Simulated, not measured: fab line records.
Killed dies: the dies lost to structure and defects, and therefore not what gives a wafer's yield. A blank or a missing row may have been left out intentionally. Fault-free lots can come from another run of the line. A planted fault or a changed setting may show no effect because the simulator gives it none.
Which of the tools did it? :: flow gf180mcu :: 11 lots with 33 wafers sampled at 4 steps, on a route of 602 steps

WHAT THE GAUGES READ, wafer by wafer
GF_MIM_RS_MEAS_10: the measuring method here is four-point-probe.
lot: L299
measured: day 24 22:52
on: filmMetro-01
MIM_ALCU_RS (ohm/sq): 0.1622 0.1627 0.1628

lot: L303
measured: day 26 12:19
on: filmMetro-02
MIM_ALCU_RS (ohm/sq): 0.1550 0.1588 0.1572

lot: L304
measured: day 27 01:13
on: filmMetro-01
MIM_ALCU_RS (ohm/sq): 0.1592 0.1567 0.1574

lot: L305
measured: day 27 06:39
on: filmMetro-01
MIM_ALCU_RS (ohm/sq): 0.1584 0.1568 0.1594

lot: L308
measured: day 28 05:38
on: filmMetro-01
MIM_ALCU_RS (ohm/sq): 0.1608 0.1593 0.1608

lot: L309
measured: day 28 12:13
on: filmMetro-01
MIM_ALCU_RS (ohm/sq): 0.1565 0.1560 0.1592

lot: L310
measured: day 28 21:07
on: filmMetro-03
MIM_ALCU_RS (ohm/sq): 0.1600 0.1603 0.1605

lot: L311
measured: day 29 07:28
on: filmMetro-02
MIM_ALCU_RS (ohm/sq): 0.1615 0.1594 0.1611

lot: L316
measured: day 30 14:20
on: filmMetro-01
MIM_ALCU_RS (ohm/sq): 0.4786 0.4676 0.1594

lot: L317
measured: day 30 15:07
on: filmMetro-03
MIM_ALCU_RS (ohm/sq): 0.1581 0.1581 0.1598

lot: L318
measured: day 30 23:50
on: filmMetro-01
MIM_ALCU_RS (ohm/sq): 0.1573 0.1605 0.4539

TOOL THAT RAN EACH LOT (tool first, then ch and the chambers of the sampled wafers, then the start)
lot: L299
GF_V4_SPUTTER_21: pvdSputter-01, day 24 21:44
GF_MIM_SPUTTER_01: pvdSputter-04, day 24 22:33
GF_MIM_SPUTTER_08: pvdSputter-01, day 24 22:48

lot: L303
GF_V4_SPUTTER_21: pvdSputter-03, day 26 11:11
GF_MIM_SPUTTER_01: pvdSputter-04, day 26 11:59
GF_MIM_SPUTTER_08: pvdSputter-03, day 26 12:14

lot: L304
GF_V4_SPUTTER_21: pvdSputter-03, day 27 00:05
GF_MIM_SPUTTER_01: pvdSputter-01, day 27 00:53
GF_MIM_SPUTTER_08: pvdSputter-04, day 27 01:08

lot: L305
GF_V4_SPUTTER_21: pvdSputter-03, day 27 05:32
GF_MIM_SPUTTER_01: pvdSputter-03, day 27 06:20
GF_MIM_SPUTTER_08: pvdSputter-04, day 27 06:35

lot: L308
GF_V4_SPUTTER_21: pvdSputter-01, day 28 04:30
GF_MIM_SPUTTER_01: pvdSputter-01, day 28 05:17
GF_MIM_SPUTTER_08: pvdSputter-04, day 28 05:33

lot: L309
GF_V4_SPUTTER_21: pvdSputter-03, day 28 11:06
GF_MIM_SPUTTER_01: pvdSputter-01, day 28 11:53
GF_MIM_SPUTTER_08: pvdSputter-03, day 28 12:09

lot: L310
GF_V4_SPUTTER_21: pvdSputter-03, day 28 20:01
GF_MIM_SPUTTER_01: pvdSputter-01, day 28 20:48
GF_MIM_SPUTTER_08: pvdSputter-03, day 28 21:04

lot: L311
GF_V4_SPUTTER_21: pvdSputter-01, day 29 06:22
GF_MIM_SPUTTER_01: pvdSputter-03, day 29 07:10
GF_MIM_SPUTTER_08: pvdSputter-01, day 29 07:25

lot: L316
GF_V4_SPUTTER_21: pvdSputter-02, day 30 13:11
GF_MIM_SPUTTER_01: pvdSputter-01, day 30 13:59
GF_MIM_SPUTTER_08: pvdSputter-04, day 30 14:14

lot: L317
GF_V4_SPUTTER_21: pvdSputter-03, day 30 14:00
GF_MIM_SPUTTER_01: pvdSputter-03, day 30 14:47
GF_MIM_SPUTTER_08: pvdSputter-01, day 30 15:03

lot: L318
GF_V4_SPUTTER_21: pvdSputter-01, day 30 22:43
GF_MIM_SPUTTER_01: pvdSputter-03, day 30 23:30
GF_MIM_SPUTTER_08: pvdSputter-04, day 30 23:46
- GF_V4_SPUTTER_21: material Ti, target thk 15 nm, time 80.02 s.
- GF_MIM_SPUTTER_01: material TiN, target thk 30 nm, time 25 s.
- GF_MIM_SPUTTER_08: material AlCu, target thk 200 nm, time 10.6 s.

THE ANSWER, worked out from the rows above alone
Rule: the usual values come from the lots themselves. The widest of any qualifying gaps counts: lots, ordered by their means at a reading, are off when they make up no more than a third of the lots, leave a main group of 4 or more, and stand apart from it by 3 or more times the standard deviation of that group's means. A main group whose means are all the same, to the digits that the tables above print for the reading, isn't used. A lot without any number at a reading at which 4 lots or more have one is off too. Any other lot the step has rows for is counted as sound.
Off: at GF_MIM_RS_MEAS_10 (MIM_ALCU_RS), L316, L318. Mean 0.1592 ohm/sq and standard deviation 0.0018 in the main group.
If a tool, at a process step before that reading, ran all the lots that are off and no sound lot after the first of them, it fits. Those tools and the gauges at GF_MIM_RS_MEAS_10 are tried in the same way. This does not decide it: 2 tools fit, namely pvdSputter-04 at GF_MIM_SPUTTER_08 and filmMetro-01 at GF_MIM_RS_MEAS_10.

WHAT THE SIMULATOR HAD PUT IN
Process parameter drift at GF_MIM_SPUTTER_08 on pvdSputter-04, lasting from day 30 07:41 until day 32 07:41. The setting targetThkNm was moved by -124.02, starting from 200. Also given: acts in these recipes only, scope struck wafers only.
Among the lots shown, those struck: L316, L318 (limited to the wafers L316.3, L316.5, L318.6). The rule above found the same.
